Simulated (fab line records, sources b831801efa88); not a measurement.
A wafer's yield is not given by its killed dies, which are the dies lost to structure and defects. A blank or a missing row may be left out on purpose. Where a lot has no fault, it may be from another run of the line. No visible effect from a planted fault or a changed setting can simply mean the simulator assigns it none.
A lot that was struck, set against a sound lot / flow sky130 / 16 out of 708 route steps
Sound: these wafers, L518.3, L518.4, L518.5. Struck: wafer L525.6; the same lot's L525.3 was not struck, so it is left out; see the end for the cause.
At each step with rows: each side's tool, then ch and its chambers, then its first start. Under that, the readings that differ: sound wafers / struck wafers / difference of the means / sigmas: that difference in standard deviations of wafers without a fault.
alike: same words and numbers on both sides, and readings whose means sit less than 2 such deviations apart. not compared: any withheld reading, any reading some wafer has no value for, any bound like >300 that may hide the same value, and any number with overlapping values for which the record gives no deviation.
A row with sigmas, a row that says differs or no value, or rows on one side alone: a step with any of these is where the two part. Numbers that don't overlap but have no deviation are shown without sigmas and don't part them. Lack of a reading on every wafer of one side parts them only where that side has two or more wafers.

first, 2 steps without rows for these wafers: SKY_NWELL_IMPLANT_12; SKY_NWELL_IMPLANT_13.
SKY_NWELL_STRIP_14: strips in O2/N2.
  sound on plasmaAsher-04 ch 0,1, day 5 14:56; struck on plasmaAsher-02 ch 0, day 7 05:23
reading=stripTimeToEndpointS (s); sound=36.87 36.81 36.79; struck=37.08; difference=+0.26; sigmas=+2
  alike: drypumpMotorCurrentA, oesProductAu
  not compared: rfHoursCounterH
SKY_NWELL_TW_MEAS_15:
  struck on filmMetro-03, day 7 05:28; sound on filmMetro-04, day 5 15:01
  alike: NWELL_TW
then, 7 steps without rows for these wafers: SKY_NWELL_DEHYDRATE_16 (time 60 s); SKY_NWELL_HMDS_17 (prime time 60 s); SKY_NWELL_COAT_18 (resist thk 3000 nm); SKY_NWELL_SOFTBAKE_19; SKY_NWELL_EXPOSE_20 (exposes mask NWM COMPLEMENT, target cd 840 nm); SKY_NWELL_PEB_21; SKY_NWELL_DEVELOP_22 (develop time 60 s).
SKY_NWELL_OVL_MEAS_23:
  struck on overlay-01, day 8 01:13; sound on overlay-01, day 6 09:31
  alike: NWELL_01_OVL
SKY_NWELL_IMPLANT_24:
  sound on implanter-01 ch 0, day 6 09:36; struck on implanter-02 ch 0, day 8 01:18
reading=beamOnS (s); sound=10.02 9.91 10.37; struck=8.03; difference=-2.07; sigmas=-11
reading=faradayCurrentUA; sound=51.8 52.3 49.7; struck=64.4; difference=+13.1; sigmas=+13
SKY_NWELL_STRIP_25: strips in O2/N2.
  sound on plasmaAsher-04 ch 0,1, day 6 09:44; struck on plasmaAsher-02 ch 0, day 8 01:26
  alike: drypumpMotorCurrentA, oesProductAu, stripTimeToEndpointS
  not compared: rfHoursCounterH
SKY_NWELL_TW_MEAS_26:
  struck on filmMetro-04, day 8 01:44; sound on filmMetro-03, day 6 09:49
reading=NWELL_2_TW; sound=492 494 493; struck=460; difference=-33; sigmas=-9
  not compared: hold
-- the record jumps here: 40 days lie between the struck wafers' starts before and after (it left off in module NWELL and takes up again in module PAD_OPEN, whose first step shown is number 708 of the route) --
SKY_PAD_OPEN_PROBE_99:
  struck on prober-01, day 48 09:34; sound on prober-02, day 47 01:23
reading=model.etest.pfet_16v.rOnOhmUm; sound=1.488e+04 1.504e+04 1.488e+04; struck=1.717e+04; difference=+2.237e+03; sigmas=
reading=model.etest.resIsoPwell.rsOhmSq; sound=2943 3115 2963; struck=3901; difference=+894; sigmas=
reading=model.etest.resPwellUnderGate.rsOhmSq; sound=2282 2267 2276; struck=2690; difference=+415; sigmas=
reading=model.etest.resIsoPwell.lineOhmUm; sound=1110 1175 1111; struck=1493; difference=+361; sigmas=
reading=model.etest.pfet_16v.driveUaUm; sound=251.6 247.3 249.7; struck=216; difference=-34; sigmas=
reading=model.etest.resIsoPwell.widthNm (nm); sound=2662 2676 2659; struck=2625; difference=-41; sigmas=
reading=model.etest.resNwell.widthNm (nm); sound=829.8 830.7 832; struck=867.5; difference=+36.7; sigmas=
reading=model.etest.fieldN.vtV (V); sound=35.5 36.22 35.82; struck=31.84; difference=-4.01; sigmas=
  alike: killed_at_M0_to_M3, killed_at_M4_up, killedAtContacts, killedAtFrontEnd, killedAtOther, killedDies, killedOpen, killedShort

== WHERE THEY PART ==
Earliest at SKY_NWELL_STRIP_14; latest, in this record, at SKY_NWELL_TW_MEAS_26. Later steps at which nothing parts them and some readings are alike: SKY_PAD_OPEN_PROBE_99.

WHY: whatever the simulator had introduced
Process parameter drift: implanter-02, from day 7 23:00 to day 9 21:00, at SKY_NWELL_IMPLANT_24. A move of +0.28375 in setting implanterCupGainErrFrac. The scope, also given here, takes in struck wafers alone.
